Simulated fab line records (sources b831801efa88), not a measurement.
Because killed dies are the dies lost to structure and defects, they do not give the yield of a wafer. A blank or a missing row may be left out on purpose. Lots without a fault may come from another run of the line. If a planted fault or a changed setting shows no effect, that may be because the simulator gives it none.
Comparing a struck lot with a sound one | flow sky130 | 15 steps out of a route of 708
Sound: these wafers, L458.1, L458.3, L458.6. Wafers struck: L469.1, L469.3, L469.6. The cause is named last.
For every step that has rows: the tool of each side, followed by ch and its chambers, followed by its first start. Under that, the readings that differ: sound wafers | struck wafers | difference of the means | sigmas: that difference in standard deviations of wafers without a fault.
alike: readings whose means differ by less than 2 such deviations, and words and numbers that are the same on both sides. not compared: withheld readings, readings that some wafer has no value for, bounds like >300 that may hide the same value, and numbers for which the record gives no deviation and whose values overlap.
A row with sigmas, a row that says differs or no value, or rows on one side alone: a step with any of these is where the two part. Non-overlapping numbers with no deviation appear without sigmas and do not part them. Lack of a reading on every wafer of one side parts them only where that side has two or more wafers.

SKY_SPACER_ETCHBACK_02: etches Si3N4 in CH3F/O2, stops on SiO2, time 46.7 s, target depth 45 nm.
  sound on rieDiel-04 ch 1,3, day 24 01:05; struck on rieDiel-02 ch 1,3, day 27 22:10
  alike: drypumpMotorCurrentA, oesProductAu, throttleValvePct
  not compared: rfHoursCounterH
then, 8 steps without rows for these wafers: SKY_POLY_CUT_DEHYDRATE_00 (time 60 s); SKY_POLY_CUT_HMDS_01 (prime time 60 s); SKY_POLY_CUT_COAT_02 (resist thk 60 nm); SKY_POLY_CUT_COAT_03 (resist thk 450 nm); SKY_POLY_CUT_SOFTBAKE_04 (time 90 s); SKY_POLY_CUT_EXPOSE_05 (exposes mask NPCM, target cd 270 nm); SKY_POLY_CUT_PEB_06; SKY_POLY_CUT_DEVELOP_07 (develop time 60 s).
SKY_POLY_CUT_CD_MEAS_08: the cd target is 270 nm.
  sound: cdSem-01 at day 25 07:13; struck: cdSem-02 at day 29 02:00
  alike: cdNm
SKY_POLY_CUT_OVL_MEAS_09:
  sound: overlay-02 at day 25 07:20; struck: overlay-01 at day 29 02:07
  alike: POLY_CUT_OVL
SKY_POLY_CUT_ETCH_10: etches BARC in N2/H2, stops on SiO2, time 45.9 s, target depth 60 nm.
  sound on rieDiel-02 ch 1,3, day 25 07:23; struck on rieDiel-02 ch 1,2,3, day 29 02:10
  alike: biasW, chamberPressureMTorr, drypumpMotorCurrentA, oesProductAu, throttleValvePct
  not compared: rfHoursCounterH
SKY_POLY_CUT_ETCH_11: etches Si3N4 in CF4/CH2F2/Ar, stops on poly-Si, time 42.5 s, target depth 60 nm.
  sound on rieDiel-02 ch 1,3, day 25 07:25; struck on rieDiel-02 ch 1,2,3, day 29 02:12
  no value came back on the struck wafers for any of 5 readings (biasW (W), cf4FlowSccm (sccm) and others); on the sound wafers biasW (W) reads 150.1 149.8 149.6
  not compared: rfHoursCounterH
SKY_POLY_CUT_STRIP_12: strips in O2/N2.
  sound on plasmaAsher-04 ch 1, day 25 07:28; struck on plasmaAsher-02 ch 0,1, day 29 02:14
  alike: drypumpMotorCurrentA, oesProductAu, stripTimeToEndpointS
  not compared: rfHoursCounterH
-- here the record skips 20 days between the struck wafers' starts before and after, leaving off in module POLY_CUT and picking up in module PAD_OPEN (first step shown: number 708 of the route) --
SKY_PAD_OPEN_PROBE_99:
  sound: prober-02 at day 46 14:40; struck: prober-01 at day 49 00:56
reading          | sound    | struck      | difference | sigmas
killedAtFrontEnd | 16 14 13 | 416 436 421 | +410       | +95
killedDies       | 83 80 74 | 492 492 492 | +413       | +43
killedOnRim      | 17 16 8  | 96 96 96    | +82        | +19
  alike: killed_at_M0_to_M3, killed_at_M4_up, killedAtContacts, killedAtOther, killedOpen, killedShort

## WHERE THEY PART
Earliest at SKY_POLY_CUT_ETCH_11; latest, in this record, at SKY_PAD_OPEN_PROBE_99.

WHY: what the simulator had put in
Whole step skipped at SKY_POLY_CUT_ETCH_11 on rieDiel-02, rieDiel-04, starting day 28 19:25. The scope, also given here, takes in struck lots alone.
